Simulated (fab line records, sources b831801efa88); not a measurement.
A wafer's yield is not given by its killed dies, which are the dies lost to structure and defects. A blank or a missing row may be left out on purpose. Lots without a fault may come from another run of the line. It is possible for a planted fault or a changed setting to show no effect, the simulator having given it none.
Code-filled problem report in 8D (eight disciplines) form || flow sky130 || the parts of the form that need people (team, actions taken, sign-off) are left out

## 1. WHAT IS WRONG
At SKY_POLY_CUT_ETCH_11, oes-product-au averages 0.792 a.u. over 6 wafers from 2 lots, while fault-free wafers read 0.828 a.u., standard deviation 0.0077. Measured from the usual mean, that is -4.7 standard deviations.
The step: etches Si3N4 in CF4/CH2F2/Ar, stops on poly-Si, time 42.5 s, target depth 60 nm.
The first sign was on wafer L816.1 at day 30 12:19, on rie-diel-02. At this step, 42 wafers from 14 lots have a number in the record. Rule for "out", or "out of limits": more than 4 standard deviations from the usual mean. The other wafers with a number count as sound.

## 2. WHAT IT IS AND WHAT IT IS NOT
{"question": "which readings at this step", "is": "oes-product-au", "is not": "drypump-motor-current-A, throttle-valve-pct"}
{"question": "which lots", "is": "L816, L818", "is not": "L800, L802, L804, L805, L806, L807, L808, L809, L810, L820, L821, L822"}
{"question": "which wafers of those lots", "is": "all that have a number", "is not": "-"}
{"question": "read on which tools", "is": "rie-diel-01, rie-diel-02", "is not": "rie-diel-03"}
{"question": "when", "is": "from day 30 12:19", "is not": "up to then (27 sound wafers); but 9 sound wafers of L820, L821, L822 came after"}

## 3. THE SUSPECTS, EACH WITH WHAT RULES IT OUT
Counting: any tool at a process step up to the reading is kept as a suspect provided that every lot that is out went through it and no sound lot did after the first of them.
- rie-diel-03 at SKY_SPACER_ETCHBACK_02 (etches Si3N4 in CH3F/O2, stops on SiO2, time 46.7 s, target depth 45 nm): kept. All lots that are out passed through it, beginning with L816 at day 29 07:23, and no sound lot followed; its final sound lot before that point was L809 at day 26 17:29.
The count leaves rie-diel-03 at SKY_SPACER_ETCHBACK_02.

## 4. THE CAUSE (what the simulator had put in)
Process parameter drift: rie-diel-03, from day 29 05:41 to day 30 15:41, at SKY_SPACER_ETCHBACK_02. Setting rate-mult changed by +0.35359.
Counting left only this tool.

## 5. THE CHAIN OF EFFECTS, in route order
Each row: a reading where the mean over the struck wafers with a number is more than 3 standard deviations away from the usual. Only readings for which the record gives a usual standard deviation are gone through. hours: the time from each lot's start at the first step in this table that gives one to its start at this step, as a median over the lots. sigmas: the change in usual standard deviations.
{"hours": 0, "step": "SKY_POLY_CUT_ETCH_11", "reading": "oes-product-au", "usual": "0.828 a.u.", "on struck wafers": 0.792, "change": -0.036, "sigmas": -4.7}
It contains these process steps:
- SKY_POLY_CUT_ETCH_11: etches Si3N4 in CF4/CH2F2/Ar, stops on poly-Si, time 42.5 s, target depth 60 nm.
Later measuring or inspecting steps at which every struck wafer that the step has a row for has a number for every such reading, and none has moved that far: SKY_RES_XHIGH_TW_MEAS_09, SKY_SD_N_TW_MEAS_12.

## 6. WHAT WOULD HAVE CAUGHT IT SOONER
First out-of-limits reading in this record: day 30 12:19, which is 31 hours after fault onset at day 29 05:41.
Tool readings at SKY_SPACER_ETCHBACK_02 with a usual standard deviation given in the record: none out on any struck wafer, hence no alarm at a limit of 4 standard deviations on them.
Lots out: 2; all had begun SKY_SPACER_ETCHBACK_02 on rie-diel-03 by day 30 12:19. Had the tool been put on hold then, not one of them would have been saved.
